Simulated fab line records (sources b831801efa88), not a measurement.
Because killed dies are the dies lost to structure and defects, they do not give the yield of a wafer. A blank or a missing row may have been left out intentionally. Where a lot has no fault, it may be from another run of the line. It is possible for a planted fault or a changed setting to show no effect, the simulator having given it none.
Problem report in the 8D (eight disciplines) form, filled by code || flow sky130 || the parts of the form that need people (team, actions taken, sign-off) are left out

== 1. PROBLEM STATEMENT ==
SKY_FIELD_ISO_ETCH_17, runLengthS: mean 117.8 s over 1 wafer from 1 lot; wafers with no fault: 125.9 s, standard deviation 0.4. That puts it -20 standard deviations away from the usual mean.
The step: etches Si in HBr/Cl2/O2, target depth 342 nm, time 97.7 s.
Seen first at day 4 10:00 on rieSi-01, wafer L152.3. The record holds 15 wafers of 5 lots with a number at this step. By rule, "out" or "out of limits" means more than 4 standard deviations away from the usual mean. Any other wafer with a number is counted as sound.

== 2. WHAT THIS IS AND IS NOT ==
{"question": "which readings at this step", "is": "runLengthS", "is not": "drypumpMotorCurrentA, oesProductAu, throttleValvePct"}
{"question": "which lots", "is": "L152", "is not": "L143, L149, L158, L165"}
{"question": "which wafers of those lots", "is": "L152.3", "is not": "L152.5, L152.6"}
{"question": "read on which tools", "is": "rieSi-01", "is not": "rieSi-02"}
{"question": "when", "is": "from day 4 10:00", "is not": "up to then (8 sound wafers); but 6 sound wafers of L158, L165 came after"}

== 3. WHAT RULES OUT EACH SUSPECT ==
Counting: a tool at a process step up to the reading stays a suspect if it ran every lot that is out. Sound lots after the first of them don't rule it out here, since some wafers of a struck lot are sound.
- rieDiel-02 at SKY_FIELD_ISO_ETCH_14 (etches BARC in N2/H2, stops on SiO2, time 45.9 s, target depth 60 nm): kept. The lot that is out, L152, ran on it at day 4 09:48; the last sound lot it ran before that was L149, at day 3 18:47.
- rieDiel-02 at SKY_FIELD_ISO_ETCH_15 (etches the open film in CHF3/O2, stops on Si, target depth 180 nm, time 72 s): kept. The lot that is out, L152, ran on it at day 4 09:50; the last sound lot it ran before that was L149, at day 3 18:50.
- plasmaAsher-01 at SKY_FIELD_ISO_STRIP_16 (strips in O2/N2): kept. It ran the lot that is out, L152 (day 4 09:56).
- rieSi-01 at SKY_FIELD_ISO_ETCH_17 (etches Si in HBr/Cl2/O2, target depth 342 nm, time 97.7 s): kept. The lot that is out, L152, ran on it at day 4 10:00; the last sound lot it ran before that was L149, at day 3 18:59. Its own runLengthS readings are out on those wafers.
- rieDiel-02, SKY_FIELD_ISO_ETCH_14: wafers that are out in chamber 1, sound lot-mates in chambers 2, 3.
- rieDiel-02, SKY_FIELD_ISO_ETCH_15: wafers that are out in chamber 1, sound lot-mates in chambers 2, 3.
- rieSi-01, SKY_FIELD_ISO_ETCH_17: wafers that are out in chamber 1, sound lot-mates in chambers 2, 3.
Left after counting: rieDiel-02 at SKY_FIELD_ISO_ETCH_14, rieDiel-02 at SKY_FIELD_ISO_ETCH_15, plasmaAsher-01 at SKY_FIELD_ISO_STRIP_16, rieSi-01 at SKY_FIELD_ISO_ETCH_17.

== 4. THE CAUSE (what the simulator had put in) ==
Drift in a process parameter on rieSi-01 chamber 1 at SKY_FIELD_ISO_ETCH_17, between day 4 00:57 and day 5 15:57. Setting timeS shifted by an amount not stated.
This tool is one of the 4 suspects left after counting.

== 5. THE CHAIN OF EFFECTS, in route order ==
One row per reading whose mean, taken over the struck wafers that have a number, lies over 3 standard deviations from the usual. Only readings whose record carries a usual standard deviation are examined. hours: median over the lots of the time between each lot's start at the first step of this table that gives one and its start at this step. sigmas: the change, counted in usual standard deviations.
{"hours": 0, "step": "SKY_FIELD_ISO_ETCH_17", "reading": "runLengthS", "usual": "125.9 s", "on struck wafers": 117.8, "change": -8.1, "sigmas": -20}
Its process steps:
- SKY_FIELD_ISO_ETCH_17: etches Si in HBr/Cl2/O2, target depth 342 nm, time 97.7 s.

== 6. WHAT WOULD HAVE CAUGHT IT SOONER ==
9 hours passed between the start of the fault at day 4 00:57 and the first reading out of limits in this record, taken at day 4 10:00.
